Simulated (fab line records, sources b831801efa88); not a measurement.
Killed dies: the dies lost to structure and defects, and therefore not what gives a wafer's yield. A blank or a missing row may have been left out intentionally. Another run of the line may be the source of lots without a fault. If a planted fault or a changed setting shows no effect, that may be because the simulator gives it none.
Which tool did it? | flow gf180mcu | 30 wafers from 10 lots sampled at 7 of the route's 602 steps

== WHAT THE GAUGES READ, wafer by wafer ==
GF_MVSD_TW_MEAS_11. Usual: MVSD_TW typically reads 1564, with standard deviation 8.1.
lot  | measured     | on            | MVSD_TW        | flag
L883 | day 4 10:08  | film metro-02 | 1565 1570 1561 |
L884 | day 4 17:50  | film metro-01 | 1575 1571 1565 |
L886 | day 5 03:08  | film metro-01 | 1579 1568 1569 |
L888 | day 5 13:38  | film metro-02 | 1582 1572 1562 |
L889 | day 5 20:32  | film metro-04 | 1554 1541 1549 |
L891 | day 6 07:38  | film metro-01 | 1557 1571 1555 |
L892 | day 6 14:02  | film metro-01 | 1561 1558 1569 |
L901 | day 8 22:27  | film metro-01 | 1565 1567 1562 |
L903 | day 9 06:38  | film metro-04 | 1556 1552 1545 |
L906 | day 10 00:56 | film metro-02 | 1584 1577 1582 |

GF_VT_IMPLANT_OVL_MEAS_07. Usual: VT_IMPLANT_OVL typically reads -0.1 nm, with standard deviation 1.2.
lot  | measured     | on         | VT_IMPLANT_OVL (nm) | flag
L883 | day 5 13:29  | overlay-01 | -1.6 -1.0 0.3       |
L884 | day 5 21:42  | overlay-01 | 0.6 0.1 1.2         |
L886 | day 6 08:20  | overlay-02 | 0.0 -0.8 0.4        |
L888 | day 6 20:05  | overlay-01 | -1.6 -0.7 -1.8      |
L889 | day 7 04:02  | overlay-02 | -0.8 0.6 -0.6       |
L891 | day 7 14:27  | overlay-02 | -1.5 -1.6 -2.8      |
L892 | day 7 21:30  | overlay-02 | -1.8 -2.5 -0.8      |
L901 | day 10 09:19 | overlay-01 | 0.6 -0.3 0.6        |
L903 | day 10 18:53 | overlay-02 | 1.9 0.6 -1.3        |
L906 | day 11 14:23 | overlay-01 | -0.3 0.1 -2.8       |

GF_PSD_TW_MEAS_11. Usual: PSD_TW typically reads 3160, with standard deviation 20.
lot  | measured     | on            | PSD_TW                        | flag
L883 | day 14 07:00 | film metro-03 | 3165 3158 3156                |
L884 | day 14 14:59 | film metro-04 | 3156 3150 3137                |
L886 | day 15 06:56 | film metro-03 | 3196 3208 3211                |
L888 | day 16 03:41 | film metro-01 | 3143 3130 3137                |
L889 | day 16 08:39 | film metro-04 | 3167 3173 3167                |
L891 | day 17 02:48 | film metro-01 | 3147 3134 3133                |
L892 | day 17 10:16 | film metro-04 | 3142 3140 3149                |
L901 | day 20 23:49 | film metro-04 | 3301 3305 3304 3308 3305 3287 | OFF
L903 | day 21 10:25 | film metro-04 | 3285 3278 3275 3293 3287 3289 | OFF
L906 | day 22 14:06 | film metro-04 | 3142 3180 3166                |

GF_PSD_RS_MEAS_15: the measuring method here is four-point-probe. Usual: PSD_RS typically reads 108.56 ohm/sq, with standard deviation 0.28.
lot  | measured     | on            | PSD_RS (ohm/sq)                           | flag
L883 | day 14 07:19 | film metro-01 | 108.63 108.47 108.69                      |
L884 | day 14 15:19 | film metro-04 | 108.54 108.54 108.68                      |
L886 | day 15 07:20 | film metro-04 | 108.45 108.52 108.30                      |
L888 | day 16 04:05 | film metro-04 | 109.07 108.79 108.81                      |
L889 | day 16 08:58 | film metro-03 | 108.51 108.38 108.25                      |
L891 | day 17 03:07 | film metro-03 | 108.51 108.29 108.60                      |
L892 | day 17 10:35 | film metro-01 | 108.74 108.89 109.01                      |
L901 | day 21 03:20 | film metro-03 | 104.48 104.11 104.27 104.36 103.96 104.50 | OFF
L903 | day 21 18:09 | film metro-01 | 104.55 104.72 104.47 104.67 104.58 104.66 | OFF
L906 | day 22 14:25 | film metro-01 | 108.61 108.83 108.75                      |

== TOOL THAT RAN EACH LOT (tool first, then ch and the chambers of the sampled wafers, then the start) ==
lot  | GF_VT_IMPLANT_STRIP_09               | GF_PSD_IMPLANT_09               | GF_PSD_STRIP_10
L883 | plasma asher-03 ch 0,1, day 5 13:41  | implanter-04 ch 0, day 14 06:45 | plasma asher-01 ch 0,1, day 14 06:54
L884 | plasma asher-02 ch 1, day 5 21:53    | implanter-04 ch 0, day 14 14:45 | plasma asher-02 ch 0,1, day 14 14:53
L886 | plasma asher-04 ch 0,1, day 6 08:32  | implanter-02 ch 0, day 15 06:41 | plasma asher-02 ch 0,1, day 15 06:50
L888 | plasma asher-03 ch 0,1, day 6 20:17  | implanter-03 ch 0, day 16 03:26 | plasma asher-03 ch 0, day 16 03:35
L889 | plasma asher-02 ch 0,1, day 7 04:14  | implanter-02 ch 0, day 16 08:24 | plasma asher-01 ch 0,1, day 16 08:33
L891 | plasma asher-03 ch 0, day 7 14:38    | implanter-03 ch 0, day 17 02:33 | plasma asher-01 ch 0,1, day 17 02:42
L892 | plasma asher-03 ch 1, day 7 21:41    | implanter-02 ch 0, day 17 10:02 | plasma asher-03 ch 0, day 17 10:09
L901 | plasma asher-03 ch 0,1, day 10 09:31 | implanter-04 ch 0, day 20 23:36 | plasma asher-01 ch 0,1, day 20 23:44
L903 | plasma asher-02 ch 0,1, day 10 19:04 | implanter-04 ch 0, day 21 10:11 | plasma asher-03 ch 0,1, day 21 10:18
L906 | plasma asher-04 ch 0,1, day 11 14:35 | implanter-03 ch 0, day 22 13:51 | plasma asher-03 ch 0,1, day 22 14:00
- GF_VT_IMPLANT_STRIP_09: strips in O2/N2.
- GF_PSD_IMPLANT_09
- GF_PSD_STRIP_10: strips in O2/N2.

== WHAT THE TOOLS THEMSELVES READ (means of the sampled wafers that have a number; where no wafer has one, the mark that the record gives instead) ==
GF_VT_IMPLANT_STRIP_09. Usual: drypump motor current A 5.7 A, standard deviation 0.42; heater power w 345 W, standard deviation 35; n2 flow sccm 300.1 sccm, standard deviation 0.86; oes product au 0.716 a.u., standard deviation 0.0047; strip time to endpoint s 12.63 s, standard deviation 0.039.
lot  | tool            | drypump motor current A (A) | heater power w (W) | n2 flow sccm (sccm) | oes product au (a.u.) | strip time to endpoint s (s) | flag
L883 | plasma asher-03 | 5.2                         | 372                | 300.1               | 0.714                 | 12.66                        |
L884 | plasma asher-02 | 5.7                         | 340                | 299.4               | 0.717                 | 12.66                        |
L886 | plasma asher-04 | 6.0                         | 319                | 299.6               | 0.717                 | 12.61                        |
L888 | plasma asher-03 | 5.2                         | 374                | 301.3               | 0.714                 | 12.67                        |
L889 | plasma asher-02 | 5.7                         | 340                | 300.2               | 0.716                 | 12.59                        |
L891 | plasma asher-03 | 6.0                         | 421                | 299.9               | 0.715                 | 12.56                        |
L892 | plasma asher-03 | 4.8                         | 343                | 300.6               | 0.713                 | 12.56                        |
L901 | plasma asher-03 | 5.2                         | 372                | 299.7               | 0.719                 | 12.59                        |
L903 | plasma asher-02 | 5.7                         | 346                | 299.7               | 0.711                 | 12.63                        |
L906 | plasma asher-04 | 6.0                         | 318                | 299.4               | 0.718                 | 12.65                        |

GF_PSD_IMPLANT_09. Usual: beam on s 10.01 s, standard deviation 0.21; dose ions cm2 1.5001e+15, standard deviation 1.6e+12; end station pressure torr 1.17e-05 Torr, standard deviation 6e-07; faraday current uA 8244, standard deviation 170.
lot  | tool         | beam on s (s) | dose ions cm2 | end station pressure torr (Torr) | faraday current uA | flag
L883 | implanter-04 | 10.16         | 1.4991e+15    | 1.23e-05                         | 8110               |
L884 | implanter-04 | 10.06         | 1.5007e+15    | 1.12e-05                         | 8201               |
L886 | implanter-02 | 10.13         | 1.5013e+15    | 1.22e-05                         | 8136               |
L888 | implanter-03 | 10.09         | 1.4982e+15    | 1.19e-05                         | 8179               |
L889 | implanter-02 | 9.96          | 1.5000e+15    | 1.21e-05                         | 8280               |
L891 | implanter-03 | 10.00         | 1.4998e+15    | 1.16e-05                         | 8282               |
L892 | implanter-02 | 10.11         | 1.5009e+15    | 1.13e-05                         | 8149               |
L901 | implanter-04 | 12.36         | 1.4993e+15    | 8.34e-05                         | 6634               | OFF
L903 | implanter-04 | 12.38         | 1.4986e+15    | 8.41e-05                         | 6604               | OFF
L906 | implanter-03 | 9.89          | 1.5026e+15    | 1.24e-05                         | 8351               |

GF_PSD_STRIP_10. Usual: drypump motor current A 5.8 A, standard deviation 0.53; heater power w 367 W, standard deviation 35; n2 flow sccm 300.1 sccm, standard deviation 0.99; oes product au 0.592 a.u., standard deviation 0.0047; strip time to endpoint s 16.51 s, standard deviation 0.036.
lot  | tool            | drypump motor current A (A) | heater power w (W) | n2 flow sccm (sccm) | oes product au (a.u.) | strip time to endpoint s (s) | flag
L883 | plasma asher-01 | 6.2                         | 363                | 300.3               | 0.590                 | 16.52                        |
L884 | plasma asher-02 | 5.7                         | 343                | 301.0               | 0.593                 | 16.51                        |
L886 | plasma asher-02 | 5.7                         | 338                | 300.7               | 0.588                 | 16.53                        |
L888 | plasma asher-03 | 6.0                         | 418                | 299.3               | 0.592                 | 16.53                        |
L889 | plasma asher-01 | 6.4                         | 385                | 299.8               | 0.590                 | 16.57                        |
L891 | plasma asher-01 | 6.4                         | 383                | 300.6               | 0.589                 | 16.51                        |
L892 | plasma asher-03 | 6.0                         | 421                | 300.3               | 0.593                 | 16.47                        |
L901 | plasma asher-01 | 6.4                         | 384                | 300.7               | 0.573                 | 17.19                        | OFF
L903 | plasma asher-03 | 5.6                         | 395                | 300.4               | 0.575                 | 17.24                        | OFF
L906 | plasma asher-03 | 5.2                         | 380                | 299.8               | 0.595                 | 16.54                        |

== THE ANSWER, worked out from the rows above alone ==
Rule: lot off if the mean of its wafers having a number is beyond 3 standard deviations from the usual mean. A lot without any number at a reading at which 4 lots or more have one is off too. Any other lot the step has rows for is counted as sound. The gauges are gone through in route order, then the tools' own readings, and for those a lot's mean is taken as printed above. At the first step where some lot is off, the reading lying furthest off is the one used; lots without a number count as furthest.
Off: L901, L903, at GF_PSD_TW_MEAS_11 (PSD_TW).
A tool fits if, at a process step before that reading, it ran every lot that is off, and no sound lot after the first of them. The gauges at GF_PSD_TW_MEAS_11 aren't tried: what is off there is off at GF_PSD_RS_MEAS_15 too, on other tools, and a gauge's error can't cause that. One fits: implanter-04 at GF_PSD_IMPLANT_09. Its last sound lot is L884 (day 14 14:45), its first lot that is off L901 (day 20 23:36): a fault that began between those two fits.
The tool's own readings at GF_PSD_IMPLANT_09 bear it out: on the lots that are off they differ by more than 5 times the standard deviation of the sound lots' means. beam on s reads 12.37 s there against 10.05 s on the sound lots; end station pressure torr reads 8.38e-05 Torr there against 1.19e-05 Torr on the sound lots; faraday current uA reads 6619 there against 8211 on the sound lots.

== WHAT THE SIMULATOR PUT IN ==
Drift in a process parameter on implanter-04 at GF_PSD_IMPLANT_09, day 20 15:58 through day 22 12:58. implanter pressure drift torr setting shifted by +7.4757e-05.
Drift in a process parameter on implanter-04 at GF_PSD_IMPLANT_09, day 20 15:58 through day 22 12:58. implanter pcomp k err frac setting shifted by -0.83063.
Struck lots among those shown: L901, L903. The rule above reached the same finding.
